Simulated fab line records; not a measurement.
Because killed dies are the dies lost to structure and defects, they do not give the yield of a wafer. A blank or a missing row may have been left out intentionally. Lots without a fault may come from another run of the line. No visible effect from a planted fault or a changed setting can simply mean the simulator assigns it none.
Which tool was responsible? || flow gf180mcu || 24 lots, 72 wafers sampled, at 6 steps of a route of 602

== WHAT THE GAUGES READ, wafer by wafer ==
GF_V2_THK_MEAS_03.
{"lot": "L074", "measured": "day 19 05:50", "on": "filmMetro-04", "V2_CVD_02_THK (nm)": "850 852 856"}
{"lot": "L075", "measured": "day 19 23:01", "on": "filmMetro-01", "V2_CVD_02_THK (nm)": "832 843 855"}
{"lot": "L076", "measured": "day 20 15:23", "on": "filmMetro-04", "V2_CVD_02_THK (nm)": "834 827 844"}
{"lot": "L077", "measured": "day 20 15:59", "on": "filmMetro-03", "V2_CVD_02_THK (nm)": "867 849 857"}
{"lot": "L078", "measured": "day 21 10:38", "on": "filmMetro-03", "V2_CVD_02_THK (nm)": "845 848 847"}
{"lot": "L079", "measured": "day 21 12:35", "on": "filmMetro-01", "V2_CVD_02_THK (nm)": "859 839 872"}
{"lot": "L080", "measured": "day 21 22:12", "on": "filmMetro-04", "V2_CVD_02_THK (nm)": "852 857 858"}
{"lot": "L081", "measured": "day 22 10:54", "on": "filmMetro-04", "V2_CVD_02_THK (nm)": "843 865 854"}
{"lot": "L082", "measured": "day 22 13:13", "on": "filmMetro-01", "V2_CVD_02_THK (nm)": "846 842 862"}
{"lot": "L083", "measured": "day 22 17:14", "on": "filmMetro-03", "V2_CVD_02_THK (nm)": "855 839 866"}
{"lot": "L084", "measured": "day 23 00:40", "on": "filmMetro-03", "V2_CVD_02_THK (nm)": "843 821 849"}
{"lot": "L085", "measured": "day 23 10:41", "on": "filmMetro-04", "V2_CVD_02_THK (nm)": "837 850 864"}
{"lot": "L086", "measured": "day 23 16:59", "on": "filmMetro-03", "V2_CVD_02_THK (nm)": "857 831 842"}
{"lot": "L087", "measured": "day 24 00:09", "on": "filmMetro-03", "V2_CVD_02_THK (nm)": "849 856 859"}
{"lot": "L088", "measured": "day 24 11:32", "on": "filmMetro-04", "V2_CVD_02_THK (nm)": "847 850 855"}
{"lot": "L089", "measured": "day 24 15:33", "on": "filmMetro-04", "V2_CVD_02_THK (nm)": "826 855 827"}
{"lot": "L090", "measured": "day 25 00:40", "on": "filmMetro-04", "V2_CVD_02_THK (nm)": "835 854 859"}
{"lot": "L091", "measured": "day 25 09:24", "on": "filmMetro-01", "V2_CVD_02_THK (nm)": "831 848 845"}
{"lot": "L092", "measured": "day 25 11:20", "on": "filmMetro-03", "V2_CVD_02_THK (nm)": "841 865 866"}
{"lot": "L093", "measured": "day 25 18:23", "on": "filmMetro-04", "V2_CVD_02_THK (nm)": "849 837 856"}
{"lot": "L094", "measured": "day 25 20:59", "on": "filmMetro-04", "V2_CVD_02_THK (nm)": "847 832 854"}
{"lot": "L095", "measured": "day 26 11:27", "on": "filmMetro-03", "V2_CVD_02_THK (nm)": "843 859 867"}
{"lot": "L096", "measured": "day 26 18:09", "on": "filmMetro-04", "V2_CVD_02_THK (nm)": "828 846 842"}
{"lot": "L097", "measured": "day 27 03:59", "on": "filmMetro-01", "V2_CVD_02_THK (nm)": "844 828 857"}

GF_V4_RS_MEAS_24: measurement is done with a four-point probe.
{"lot": "L074", "measured": "day 24 10:59", "on": "filmMetro-03", "V4_W_RS (ohm/sq)": "0.340 0.331 0.330"}
{"lot": "L075", "measured": "day 25 00:35", "on": "filmMetro-03", "V4_W_RS (ohm/sq)": "0.330 0.333 0.336"}
{"lot": "L076", "measured": "day 25 16:59", "on": "filmMetro-01", "V4_W_RS (ohm/sq)": "0.332 0.331 0.330"}
{"lot": "L077", "measured": "day 25 17:28", "on": "filmMetro-04", "V4_W_RS (ohm/sq)": "0.326 0.324 0.334"}
{"lot": "L078", "measured": "day 26 09:41", "on": "filmMetro-04", "V4_W_RS (ohm/sq)": "0.330 0.333 0.329"}
{"lot": "L079", "measured": "day 26 11:07", "on": "filmMetro-04", "V4_W_RS (ohm/sq)": "0.330 0.332 0.330"}
{"lot": "L080", "measured": "day 26 18:13", "on": "filmMetro-01", "V4_W_RS (ohm/sq)": "0.328 0.324 0.324"}
{"lot": "L081", "measured": "day 27 06:44", "on": "filmMetro-03", "V4_W_RS (ohm/sq)": "0.326 0.329 0.325"}
{"lot": "L082", "measured": "day 27 10:26", "on": "filmMetro-03", "V4_W_RS (ohm/sq)": "0.334 0.334 0.338"}
{"lot": "L083", "measured": "day 27 12:17", "on": "filmMetro-04", "V4_W_RS (ohm/sq)": "0.334 0.330 0.328"}
{"lot": "L084", "measured": "day 27 17:29", "on": "filmMetro-04", "V4_W_RS (ohm/sq)": "0.326 0.324 0.329"}
{"lot": "L085", "measured": "day 28 03:41", "on": "filmMetro-04", "V4_W_RS (ohm/sq)": "0.333 0.334 0.333"}
{"lot": "L086", "measured": "day 28 09:36", "on": "filmMetro-04", "V4_W_RS (ohm/sq)": "0.321 0.321 0.330"}
{"lot": "L087", "measured": "day 28 14:52", "on": "filmMetro-04", "V4_W_RS (ohm/sq)": "0.334 0.337 0.332"}
{"lot": "L088", "measured": "day 29 02:06", "on": "filmMetro-01", "V4_W_RS (ohm/sq)": "0.339 0.333 0.336"}
{"lot": "L089", "measured": "day 29 05:30", "on": "filmMetro-03", "V4_W_RS (ohm/sq)": "0.329 0.333 0.331"}
{"lot": "L090", "measured": "day 29 13:37", "on": "filmMetro-01", "V4_W_RS (ohm/sq)": "0.320 0.321 0.324"}
{"lot": "L091", "measured": "day 29 22:28", "on": "filmMetro-04", "V4_W_RS (ohm/sq)": "0.327 0.327 0.322"}
{"lot": "L092", "measured": "day 29 23:26", "on": "filmMetro-01", "V4_W_RS (ohm/sq)": "0.333 0.331 0.330"}
{"lot": "L093", "measured": "day 30 07:05", "on": "filmMetro-03", "V4_W_RS (ohm/sq)": "0.322 0.323 0.324"}
{"lot": "L094", "measured": "day 30 06:26", "on": "filmMetro-03", "V4_W_RS (ohm/sq)": "0.325 0.323 0.323"}
{"lot": "L095", "measured": "day 30 21:05", "on": "filmMetro-01", "V4_W_RS (ohm/sq)": "0.332 0.332 0.329"}
{"lot": "L096", "measured": "day 31 02:20", "on": "filmMetro-01", "V4_W_RS (ohm/sq)": "0.328 0.330 0.333"}
{"lot": "L097", "measured": "day 31 10:34", "on": "filmMetro-01", "V4_W_RS (ohm/sq)": "0.323 0.318 0.320"}

GF_V5_OVL_MEAS_15.
{"lot": "L074", "measured": "day 27 04:10", "on": "overlay-01", "V5_OVL (nm)": "-1 -5 -1"}
{"lot": "L075", "measured": "day 27 18:17", "on": "overlay-02", "V5_OVL (nm)": "-6 5 -2"}
{"lot": "L076", "measured": "day 28 07:21", "on": "overlay-02", "V5_OVL (nm)": "-3 -3 -2"}
{"lot": "L077", "measured": "day 28 09:23", "on": "overlay-02", "V5_OVL (nm)": "-6 1 -1"}
{"lot": "L078", "measured": "day 29 00:47", "on": "overlay-01", "V5_OVL (nm)": "4 0 -3"}
{"lot": "L079", "measured": "day 29 02:32", "on": "overlay-01", "V5_OVL (nm)": "2 0 -1"}
{"lot": "L080", "measured": "day 29 07:56", "on": "overlay-01", "V5_OVL (nm)": "9 4 11"}
{"lot": "L081", "measured": "day 29 19:53", "on": "overlay-02", "V5_OVL (nm)": "6 -2 -1"}
{"lot": "L082", "measured": "day 29 23:38", "on": "overlay-02", "V5_OVL (nm)": "-5 -9 -1"}
{"lot": "L083", "measured": "day 30 00:29", "on": "overlay-01", "V5_OVL (nm)": "4 4 8"}
{"lot": "L084", "measured": "day 30 05:37", "on": "overlay-01", "V5_OVL (nm)": "0 2 0"}
{"lot": "L085", "measured": "day 30 14:56", "on": "overlay-01", "V5_OVL (nm)": "-4 -9 -6"}
{"lot": "L086", "measured": "day 30 21:12", "on": "overlay-01", "V5_OVL (nm)": "0 2 2"}
{"lot": "L087", "measured": "day 31 02:35", "on": "overlay-02", "V5_OVL (nm)": "-7 -7 -7"}
{"lot": "L088", "measured": "day 31 12:32", "on": "overlay-01", "V5_OVL (nm)": "1 -2 3"}
{"lot": "L089", "measured": "day 31 14:35", "on": "overlay-01", "V5_OVL (nm)": "15 12 11"}
{"lot": "L090", "measured": "day 31 22:32", "on": "overlay-01", "V5_OVL (nm)": "3 6 10"}
{"lot": "L091", "measured": "day 32 06:35", "on": "overlay-01", "V5_OVL (nm)": "4 7 -2"}
{"lot": "L092", "measured": "day 32 07:50", "on": "overlay-02", "V5_OVL (nm)": "0 0 2"}
{"lot": "L093", "measured": "day 32 14:38", "on": "overlay-01", "V5_OVL (nm)": "-1 -4 -5"}
{"lot": "L094", "measured": "day 32 14:17", "on": "overlay-02", "V5_OVL (nm)": "-7 -9 -3"}
{"lot": "L095", "measured": "day 33 01:50", "on": "overlay-02", "V5_OVL (nm)": "2 -1 -1"}
{"lot": "L096", "measured": "day 33 09:01", "on": "overlay-02", "V5_OVL (nm)": "3 3 3"}
{"lot": "L097", "measured": "day 33 14:14", "on": "overlay-01", "V5_OVL (nm)": "1 5 1"}

== WHICH TOOL RAN EACH LOT (tool, then ch and the chambers of the sampled wafers, then the start) ==
{"lot": "L074", "GF_V3_ETCH_16": "rieDiel-03 ch 0,3, day 22 09:31", "GF_M4_SPUTTER_02": "pvdSputter-03, day 22 11:25", "GF_V5_CVD_02": "pecvd-04 ch 0,1, day 26 07:22"}
{"lot": "L075", "GF_V3_ETCH_16": "rieDiel-04 ch 0,3, day 23 00:19", "GF_M4_SPUTTER_02": "pvdSputter-03, day 23 01:48", "GF_V5_CVD_02": "pecvd-02 ch 0,1,2, day 26 21:22"}
{"lot": "L076", "GF_V3_ETCH_16": "rieDiel-03 ch 0,1,2, day 23 16:47", "GF_M4_SPUTTER_02": "pvdSputter-03, day 23 18:22", "GF_V5_CVD_02": "pecvd-03 ch 0,2, day 27 11:23"}
{"lot": "L077", "GF_V3_ETCH_16": "rieDiel-03 ch 0,2,3, day 23 17:26", "GF_M4_SPUTTER_02": "pvdSputter-01, day 23 18:55", "GF_V5_CVD_02": "pecvd-02 ch 0,1,2, day 27 13:06"}
{"lot": "L078", "GF_V3_ETCH_16": "rieDiel-02 ch 0,1,2, day 24 10:26", "GF_M4_SPUTTER_02": "pvdSputter-02, day 24 11:55", "GF_V5_CVD_02": "pecvd-02 ch 0,1,2, day 28 03:59"}
{"lot": "L079", "GF_V3_ETCH_16": "rieDiel-02 ch 1,3, day 24 11:50", "GF_M4_SPUTTER_02": "pvdSputter-01, day 24 13:20", "GF_V5_CVD_02": "pecvd-02 ch 0,1,2, day 28 05:49"}
{"lot": "L080", "GF_V3_ETCH_16": "rieDiel-02 ch 0,1,2, day 24 20:31", "GF_M4_SPUTTER_02": "pvdSputter-01, day 24 22:00", "GF_V5_CVD_02": "pecvd-02 ch 0,1, day 28 11:41"}
{"lot": "L081", "GF_V3_ETCH_16": "rieDiel-03 ch 1,2, day 25 09:08", "GF_M4_SPUTTER_02": "pvdSputter-03, day 25 10:44", "GF_V5_CVD_02": "pecvd-02 ch 0,1, day 29 00:22"}
{"lot": "L082", "GF_V3_ETCH_16": "rieDiel-03 ch 1,2, day 25 11:59", "GF_M4_SPUTTER_02": "pvdSputter-03, day 25 13:35", "GF_V5_CVD_02": "pecvd-04 ch 0,2, day 29 03:58"}
{"lot": "L083", "GF_V3_ETCH_16": "rieDiel-04 ch 0,2,3, day 25 15:10", "GF_M4_SPUTTER_02": "pvdSputter-01, day 25 16:41", "GF_V5_CVD_02": "pecvd-02 ch 0,1, day 29 05:21"}
{"lot": "L084", "GF_V3_ETCH_16": "rieDiel-04 ch 0,1,2, day 25 21:07", "GF_M4_SPUTTER_02": "pvdSputter-01, day 25 22:38", "GF_V5_CVD_02": "pecvd-04 ch 0,1,2, day 29 09:49"}
{"lot": "L085", "GF_V3_ETCH_16": "rieDiel-02 ch 0,2,3, day 26 07:16", "GF_M4_SPUTTER_02": "pvdSputter-03, day 26 08:47", "GF_V5_CVD_02": "pecvd-04 ch 1,2, day 29 20:37"}
{"lot": "L086", "GF_V3_ETCH_16": "rieDiel-04 ch 1,2, day 26 14:05", "GF_M4_SPUTTER_02": "pvdSputter-01, day 26 15:35", "GF_V5_CVD_02": "pecvd-02 ch 1,2, day 30 02:10"}
{"lot": "L087", "GF_V3_ETCH_16": "rieDiel-04 ch 0,2, day 26 19:59", "GF_M4_SPUTTER_02": "pvdSputter-03, day 26 21:28", "GF_V5_CVD_02": "pecvd-02 ch 0,1,2, day 30 07:25"}
{"lot": "L088", "GF_V3_ETCH_16": "rieDiel-04 ch 0,3, day 27 06:28", "GF_M4_SPUTTER_02": "pvdSputter-02, day 27 08:05", "GF_V5_CVD_02": "pecvd-03 ch 0,1, day 30 18:00"}
{"lot": "L089", "GF_V3_ETCH_16": "rieDiel-04 ch 0,2,3, day 27 10:08", "GF_M4_SPUTTER_02": "pvdSputter-01, day 27 12:10", "GF_V5_CVD_02": "pecvd-02 ch 0,1,2, day 30 20:37"}
{"lot": "L090", "GF_V3_ETCH_16": "rieDiel-02 ch 0,1, day 27 18:28", "GF_M4_SPUTTER_02": "pvdSputter-01, day 27 20:02", "GF_V5_CVD_02": "pecvd-03 ch 0,2, day 31 04:52"}
{"lot": "L091", "GF_V3_ETCH_16": "rieDiel-03 ch 0,1,3, day 28 02:23", "GF_M4_SPUTTER_02": "pvdSputter-02, day 28 03:56", "GF_V5_CVD_02": "pecvd-03 ch 0,1,2, day 31 12:39"}
{"lot": "L092", "GF_V3_ETCH_16": "rieDiel-03 ch 2,3, day 28 04:20", "GF_M4_SPUTTER_02": "pvdSputter-03, day 28 05:49", "GF_V5_CVD_02": "pecvd-04 ch 1,2, day 31 13:52"}
{"lot": "L093", "GF_V3_ETCH_16": "rieDiel-03 ch 2,3, day 28 10:52", "GF_M4_SPUTTER_02": "pvdSputter-03, day 28 12:35", "GF_V5_CVD_02": "pecvd-03 ch 0,1, day 31 20:49"}
{"lot": "L094", "GF_V3_ETCH_16": "rieDiel-04 ch 1,3, day 28 12:11", "GF_M4_SPUTTER_02": "pvdSputter-01, day 28 13:42", "GF_V5_CVD_02": "pecvd-04 ch 0,1,2, day 31 20:29"}
{"lot": "L095", "GF_V3_ETCH_16": "rieDiel-03 ch 0,1, day 29 03:32", "GF_M4_SPUTTER_02": "pvdSputter-03, day 29 05:10", "GF_V5_CVD_02": "pecvd-03 ch 1,2, day 32 09:38"}
{"lot": "L096", "GF_V3_ETCH_16": "rieDiel-02 ch 0,1,3, day 29 08:40", "GF_M4_SPUTTER_02": "pvdSputter-02, day 29 10:11", "GF_V5_CVD_02": "pecvd-03 ch 0,1,2, day 32 15:00"}
{"lot": "L097", "GF_V3_ETCH_16": "rieDiel-02 ch 1,2,3, day 29 17:20", "GF_M4_SPUTTER_02": "pvdSputter-01, day 29 18:49", "GF_V5_CVD_02": "pecvd-04 ch 0,1,2, day 32 22:32"}
- GF_V3_ETCH_16: etches BARC in N2/H2.
- GF_M4_SPUTTER_02: material AlCu, target thk 450 nm, time 23.9 s.
- GF_V5_CVD_02: deposits SiO2 from TEOS, target thk 1450 nm, time 163.28 s.

== WHAT THE TOOLS THEMSELVES READ (means of the sampled wafers that have a number; where no wafer has one, the mark that the record gives instead) ==
GF_V3_ETCH_16.
{"lot": "L074", "tool": "rieDiel-03", "drypumpMotorCurrentA (A)": 5.5, "oesProductAu (a.u.)": 0.857, "throttleValvePct (%)": 13.230}
{"lot": "L075", "tool": "rieDiel-04", "drypumpMotorCurrentA (A)": 6.3, "oesProductAu (a.u.)": 0.852, "throttleValvePct (%)": 13.229}
{"lot": "L076", "tool": "rieDiel-03", "drypumpMotorCurrentA (A)": 5.8, "oesProductAu (a.u.)": 0.857, "throttleValvePct (%)": 13.225}
{"lot": "L077", "tool": "rieDiel-03", "drypumpMotorCurrentA (A)": 5.9, "oesProductAu (a.u.)": 0.852, "throttleValvePct (%)": 13.222}
{"lot": "L078", "tool": "rieDiel-02", "drypumpMotorCurrentA (A)": 5.2, "oesProductAu (a.u.)": 0.856, "throttleValvePct (%)": 13.220}
{"lot": "L079", "tool": "rieDiel-02", "drypumpMotorCurrentA (A)": 5.1, "oesProductAu (a.u.)": 0.856, "throttleValvePct (%)": 13.228}
{"lot": "L080", "tool": "rieDiel-02", "drypumpMotorCurrentA (A)": 5.2, "oesProductAu (a.u.)": 0.859, "throttleValvePct (%)": 13.224}
{"lot": "L081", "tool": "rieDiel-03", "drypumpMotorCurrentA (A)": 5.9, "oesProductAu (a.u.)": 0.854, "throttleValvePct (%)": 13.221}
{"lot": "L082", "tool": "rieDiel-03", "drypumpMotorCurrentA (A)": 6.1, "oesProductAu (a.u.)": 0.851, "throttleValvePct (%)": 13.226}
{"lot": "L083", "tool": "rieDiel-04", "drypumpMotorCurrentA (A)": 6.0, "oesProductAu (a.u.)": 0.858, "throttleValvePct (%)": 13.226}
{"lot": "L084", "tool": "rieDiel-04", "drypumpMotorCurrentA (A)": 5.9, "oesProductAu (a.u.)": 0.852, "throttleValvePct (%)": 13.235}
{"lot": "L085", "tool": "rieDiel-02", "drypumpMotorCurrentA (A)": 5.3, "oesProductAu (a.u.)": 0.851, "throttleValvePct (%)": 13.227}
{"lot": "L086", "tool": "rieDiel-04", "drypumpMotorCurrentA (A)": 5.7, "oesProductAu (a.u.)": 0.858, "throttleValvePct (%)": 13.227}
{"lot": "L087", "tool": "rieDiel-04", "drypumpMotorCurrentA (A)": 5.9, "oesProductAu (a.u.)": 0.854, "throttleValvePct (%)": 13.221}
{"lot": "L088", "tool": "rieDiel-04", "drypumpMotorCurrentA (A)": 6.2, "oesProductAu (a.u.)": 0.856, "throttleValvePct (%)": 13.227}
{"lot": "L089", "tool": "rieDiel-04", "drypumpMotorCurrentA (A)": 6.1, "oesProductAu (a.u.)": 0.852, "throttleValvePct (%)": 13.223}
{"lot": "L090", "tool": "rieDiel-02", "drypumpMotorCurrentA (A)": 4.9, "oesProductAu (a.u.)": 0.856, "throttleValvePct (%)": 13.228}
{"lot": "L091", "tool": "rieDiel-03", "drypumpMotorCurrentA (A)": 5.6, "oesProductAu (a.u.)": 0.856, "throttleValvePct (%)": 13.228}
{"lot": "L092", "tool": "rieDiel-03", "drypumpMotorCurrentA (A)": 6.1, "oesProductAu (a.u.)": 0.858, "throttleValvePct (%)": 13.223}
{"lot": "L093", "tool": "rieDiel-03", "drypumpMotorCurrentA (A)": 6.1, "oesProductAu (a.u.)": 0.860, "throttleValvePct (%)": 13.225}
{"lot": "L094", "tool": "rieDiel-04", "drypumpMotorCurrentA (A)": 6.2, "oesProductAu (a.u.)": 0.858, "throttleValvePct (%)": 13.230}
{"lot": "L095", "tool": "rieDiel-03", "drypumpMotorCurrentA (A)": 5.4, "oesProductAu (a.u.)": 0.859, "throttleValvePct (%)": 13.223}
{"lot": "L096", "tool": "rieDiel-02", "drypumpMotorCurrentA (A)": 5.0, "oesProductAu (a.u.)": 0.860, "throttleValvePct (%)": 13.239}
{"lot": "L097", "tool": "rieDiel-02", "drypumpMotorCurrentA (A)": 5.3, "oesProductAu (a.u.)": 0.853, "throttleValvePct (%)": 13.233}

GF_M4_SPUTTER_02.
{"lot": "L074", "tool": "pvdSputter-03", "throttleValvePct (%)": 31.1}
{"lot": "L075", "tool": "pvdSputter-03", "throttleValvePct (%)": 29.3}
{"lot": "L076", "tool": "pvdSputter-03", "throttleValvePct (%)": 29.6}
{"lot": "L077", "tool": "pvdSputter-01", "throttleValvePct (%)": 29.8}
{"lot": "L078", "tool": "pvdSputter-02", "throttleValvePct (%)": 30.1}
{"lot": "L079", "tool": "pvdSputter-01", "throttleValvePct (%)": 29.2}
{"lot": "L080", "tool": "pvdSputter-01", "throttleValvePct (%)": 29.7}
{"lot": "L081", "tool": "pvdSputter-03", "throttleValvePct (%)": 30.4}
{"lot": "L082", "tool": "pvdSputter-03", "throttleValvePct (%)": 29.4}
{"lot": "L083", "tool": "pvdSputter-01", "throttleValvePct (%)": 28.8}
{"lot": "L084", "tool": "pvdSputter-01", "throttleValvePct (%)": 29.8}
{"lot": "L085", "tool": "pvdSputter-03", "throttleValvePct (%)": 30.8}
{"lot": "L086", "tool": "pvdSputter-01", "throttleValvePct (%)": 29.6}
{"lot": "L087", "tool": "pvdSputter-03", "throttleValvePct (%)": 29.5}
{"lot": "L088", "tool": "pvdSputter-02", "throttleValvePct (%)": 30.9}
{"lot": "L089", "tool": "pvdSputter-01", "throttleValvePct (%)": 29.7}
{"lot": "L090", "tool": "pvdSputter-01", "throttleValvePct (%)": 29.5}
{"lot": "L091", "tool": "pvdSputter-02", "throttleValvePct (%)": 30.4}
{"lot": "L092", "tool": "pvdSputter-03", "throttleValvePct (%)": 30.6}
{"lot": "L093", "tool": "pvdSputter-03", "throttleValvePct (%)": 29.5}
{"lot": "L094", "tool": "pvdSputter-01", "throttleValvePct (%)": 29.8}
{"lot": "L095", "tool": "pvdSputter-03", "throttleValvePct (%)": 29.9}
{"lot": "L096", "tool": "pvdSputter-02", "throttleValvePct (%)": 30.4}
{"lot": "L097", "tool": "pvdSputter-01", "throttleValvePct (%)": 29.7}

GF_V5_CVD_02.
{"lot": "L074", "tool": "pecvd-04", "heaterPowerW (W)": 634}
{"lot": "L075", "tool": "pecvd-02", "heaterPowerW (W)": 757}
{"lot": "L076", "tool": "pecvd-03", "heaterPowerW (W)": 678}
{"lot": "L077", "tool": "pecvd-02", "heaterPowerW (W)": 731}
{"lot": "L078", "tool": "pecvd-02", "heaterPowerW (W)": 724}
{"lot": "L079", "tool": "pecvd-02", "heaterPowerW (W)": 717}
{"lot": "L080", "tool": "pecvd-02", "heaterPowerW (W)": 728}
{"lot": "L081", "tool": "pecvd-02", "heaterPowerW (W)": 852}
{"lot": "L082", "tool": "pecvd-04", "heaterPowerW (W)": 659}
{"lot": "L083", "tool": "pecvd-02", "heaterPowerW (W)": 726}
{"lot": "L084", "tool": "pecvd-04", "heaterPowerW (W)": 647}
{"lot": "L085", "tool": "pecvd-04", "heaterPowerW (W)": 675}
{"lot": "L086", "tool": "pecvd-02", "heaterPowerW (W)": 823}
{"lot": "L087", "tool": "pecvd-02", "heaterPowerW (W)": 743}
{"lot": "L088", "tool": "pecvd-03", "heaterPowerW (W)": 650}
{"lot": "L089", "tool": "pecvd-02", "heaterPowerW (W)": 785}
{"lot": "L090", "tool": "pecvd-03", "heaterPowerW (W)": 696}
{"lot": "L091", "tool": "pecvd-03", "heaterPowerW (W)": 675}
{"lot": "L092", "tool": "pecvd-04", "heaterPowerW (W)": 695}
{"lot": "L093", "tool": "pecvd-03", "heaterPowerW (W)": 609}
{"lot": "L094", "tool": "pecvd-04", "heaterPowerW (W)": 670}
{"lot": "L095", "tool": "pecvd-03", "heaterPowerW (W)": 589}
{"lot": "L096", "tool": "pecvd-03", "heaterPowerW (W)": 592}
{"lot": "L097", "tool": "pecvd-04", "heaterPowerW (W)": 633}

== THE ANSWER, worked out from the rows above alone ==
Rule: the lots themselves supply what counts as usual. The widest of any qualifying gaps counts: lots, ordered by their means at a reading, are off when they make up no more than a third of the lots, leave a main group of 4 or more, and stand apart from it by 3 or more times the standard deviation of that group's means. Not used: any main group whose means are identical at the precision the tables above print for the reading. A lot without any number at a reading at which 4 lots or more have one is off too. All remaining lots with rows at the step are treated as sound. After the gauges, taken in route order, come the tools' own readings; for these a lot's mean is taken, as printed above. The first step at which some lot is off is used, and at that step the reading that is off furthest; a lot without a number counts as furthest.
No lot is off at any reading shown: from this, nothing can be told.

== WHAT HAD BEEN PUT IN BY THE SIMULATOR ==
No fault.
